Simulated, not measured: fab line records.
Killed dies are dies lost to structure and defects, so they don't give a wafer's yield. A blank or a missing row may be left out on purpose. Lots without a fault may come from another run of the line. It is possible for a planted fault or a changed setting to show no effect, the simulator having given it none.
A lot that was struck, set against a sound lot + flow sky130 + 15 steps out of a route of 708
Sound: wafers L781.2, L781.3, L781.5. Wafers struck: L787.3, L787.5, L787.6. At the end, the cause is stated.
Order at every step that has rows: each side's tool, ch and its chambers, its first start. Under that, the readings that differ: sound wafers + struck wafers + difference of the means + sigmas: that difference in standard deviations of wafers without a fault.
alike: readings whose means differ by less than 2 such deviations, and words and numbers that are the same on both sides. not compared: withheld readings, readings that some wafer has no value for, bounds like >300 that may hide the same value, and numbers for which the record gives no deviation and whose values overlap.
Wherever a step has rows on one side only, a row that says differs or no value, or a row with sigmas, the two part there. Non-overlapping numbers with no deviation appear without sigmas and do not part them. Lack of a reading on every wafer of one side parts them only where that side has two or more wafers.

first, 1 step without rows for these wafers: SKY_VIA2_CLEAN_19 (cleans in O3/DIW).
SKY_VIA2_SPUTTER_20: material TiN, target thk 20 nm, time 80 s.
  sound on pvd-sputter-02 at day 35 23:35; struck on pvd-sputter-04 at day 38 10:05
  alike: throttle-valve-pct
then, 1 step without rows for these wafers: SKY_VIA2_CVD_21 (deposits W, target thk 420 nm, time 126.4 s).
SKY_VIA2_RS_MEAS_22: a four-point-probe measurement.
  sound on film-metro-03 at day 35 23:47; struck on film-metro-03 at day 38 10:19
  alike: VIA2_W_RS
SKY_VIA2_THK_MEAS_23: measures by xrf.
  sound on film-metro-03 at day 35 23:54; struck on film-metro-03 at day 38 10:25
  alike: VIA2_W_THK
then, 1 step without rows for these wafers: SKY_VIA2_CMP_24 (polishes, stops on SiO2, t overpolish 20 s, target thk 0 nm).
SKY_METAL3_SPUTTER_00: material Ti, target thk 15 nm, time 10 s.
  sound on pvd-sputter-03 at day 36 00:15; struck on pvd-sputter-02 at day 38 10:46
  alike: throttle-valve-pct
SKY_METAL3_SPUTTER_01: material TiN, target thk 20 nm, time 16.26 s.
  sound on pvd-sputter-03 at day 36 00:16; struck on pvd-sputter-02 at day 38 10:47
  alike: throttle-valve-pct
then, 3 steps without rows for these wafers: SKY_METAL3_SPUTTER_02 (material AlCu, target thk 735 nm, time 39.1 s); SKY_METAL3_SPUTTER_03 (material Ti, target thk 5 nm, time 3.3 s); SKY_METAL3_SPUTTER_04 (material TiN, target thk 70 nm, time 58.3 s).
SKY_CAPM_CVD_00: deposits SiO2, target thk 15.5 nm.
  sound on pecvd-01 ch 1,2, day 36 00:25; struck on pecvd-04 ch 1,2, day 38 10:55
  alike: heater-power-outer-w, heater-power-w
SKY_CAPM_THK_MEAS_01:
  sound on film-metro-02 at day 36 00:26; struck on film-metro-02 at day 38 10:58
| reading              | sound             | struck            | difference | sigmas |
|----------------------|-------------------|-------------------|------------|--------|
| CAPM_CVD_00_THK (nm) | 15.65 15.49 15.70 | 16.59 16.36 16.34 | +0.82      | +4     |
SKY_CAPM_SPUTTER_02: material TiN, target thk 200 nm, time 166.7 s.
  sound on pvd-sputter-01 at day 36 00:29; struck on pvd-sputter-03 at day 38 11:01
  alike: throttle-valve-pct
-- the record jumps here: 9 days lie between the struck wafers' starts before and after (it left off in module CAPM and takes up again in module PAD_OPEN, whose first step shown is number 708 of the route) --
SKY_PAD_OPEN_PROBE_99:
  sound on prober-01 at day 45 10:43; struck on prober-01 at day 47 08:53
  alike: defect-limited-yield, killed_at_M0_to_M3, killed_at_M4_up, killed-at-contacts, killed-at-front-end, killed-at-other, killed-dies, killed-open, killed-short, sort_bin_3_pad_short, sort_bin_5_function, sort_bin_6_memory, sort-n-pass, sort-yield-pct

WHERE THEY PART
Only at SKY_CAPM_THK_MEAS_01, as far as this record shows. Later steps at which nothing parts them and some readings are alike: SKY_CAPM_SPUTTER_02, SKY_PAD_OPEN_PROBE_99.

WHY: whatever the simulator had introduced
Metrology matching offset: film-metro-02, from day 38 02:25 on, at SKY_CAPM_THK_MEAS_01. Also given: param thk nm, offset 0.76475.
